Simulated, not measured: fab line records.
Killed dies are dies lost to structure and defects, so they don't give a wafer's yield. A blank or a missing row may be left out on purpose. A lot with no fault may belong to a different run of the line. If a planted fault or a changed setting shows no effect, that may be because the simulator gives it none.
Comparing a struck lot with a sound one / flow sky130 / 17 steps out of a route of 708
Sound: wafers L105.1, L105.3, L105.4. The struck wafers were L104.1, L104.2, L104.5. Last of all comes the cause.
Each step with rows lists, per side, the tool, then ch with its chambers, then its first start. Under that, the readings that differ: sound wafers / struck wafers / difference of the means / sigmas: that difference in standard deviations of wafers without a fault.
alike: readings with means less than 2 such deviations apart, plus words and numbers identical on both sides. not compared: withheld readings, readings lacking a value on some wafer, bounds such as >300 that could conceal the same value, and numbers that have no deviation in the record and whose values overlap.
Wherever a step has rows on one side only, a row that says differs or no value, or a row with sigmas, the two part there. Numbers that don't overlap but have no deviation are shown without sigmas and don't part them. Lack of a reading on every wafer of one side parts them only where that side has two or more wafers.

first, 3 steps without rows for these wafers: SKY_METAL4_CLEAN_21 (cleans in IPA, time 180 s); SKY_METAL4_CLEAN_22 (cleans in O3/DIW); SKY_VIA4_HDPCVD_00 (deposits SiO2, target thk 1750 nm, time 298 s).
SKY_VIA4_THK_MEAS_01:
  sound on filmMetro-01 at day 45 22:48; struck on filmMetro-01 at day 45 17:12
  alike: VIA4_HDPCVD_THK
SKY_VIA4_CMP_02: polishes SiO2.
  sound on cmp-01 ch 0,1,2, day 45 22:56; struck on cmp-01 ch 1,3, day 45 17:19
  alike: motorCurrentA, slurryFilterDpKPa
SKY_VIA4_BOW_MEAS_03:
  sound on filmMetro-02 at day 45 23:14; struck on filmMetro-02 at day 45 17:34
  alike: VIA4_BOW
then, 6 steps without rows for these wafers: SKY_VIA4_DEHYDRATE_04 (time 60 s); SKY_VIA4_HMDS_05 (prime time 60 s); SKY_VIA4_COAT_06 (resist thk 1140 nm); SKY_VIA4_SOFTBAKE_07 (time 60 s); SKY_VIA4_EXPOSE_08 (exposes mask VIM4, target cd 800 nm); SKY_VIA4_PEB_09.
SKY_VIA4_DEVELOP_10: develop time 60 s.
  sound on lithoTrack-01 ch 0, day 46 19:37; struck on lithoTrack-02 ch 0, day 46 14:52
  alike: resistLineTempC
SKY_VIA4_OVL_MEAS_11:
  sound on overlay-02 at day 46 19:46; struck on overlay-02 at day 46 15:01
  alike: VIA4_OVL
SKY_VIA4_ETCH_12: etches SiO2 in C4F8/O2/Ar, stops on TiN, target depth 580 nm.
  sound on rieDiel-02 ch 0,1,3, day 46 19:48; struck on rieDiel-03 ch 2,3, day 46 15:02
reading=model.VIA4.cdNm (nm); sound=803 803.3 801.4; struck=814.7 817.8 815; difference=+13.3; sigmas=
  alike: biasW, oesProductAu
SKY_VIA4_STRIP_13: strips in O2/N2.
  sound on plasmaAsher-04 ch 0,1, day 46 19:52; struck on plasmaAsher-03 ch 0,1, day 46 15:07
  alike: drypumpMotorCurrentA, oesProductAu, stripTimeToEndpointS
  not compared: rfHoursCounterH
next, for these wafers, 1 step has no rows: SKY_PAD_OPEN_PROBE_99.

WHERE THEY PART
Nowhere in this record.

WHY: whatever the simulator had introduced
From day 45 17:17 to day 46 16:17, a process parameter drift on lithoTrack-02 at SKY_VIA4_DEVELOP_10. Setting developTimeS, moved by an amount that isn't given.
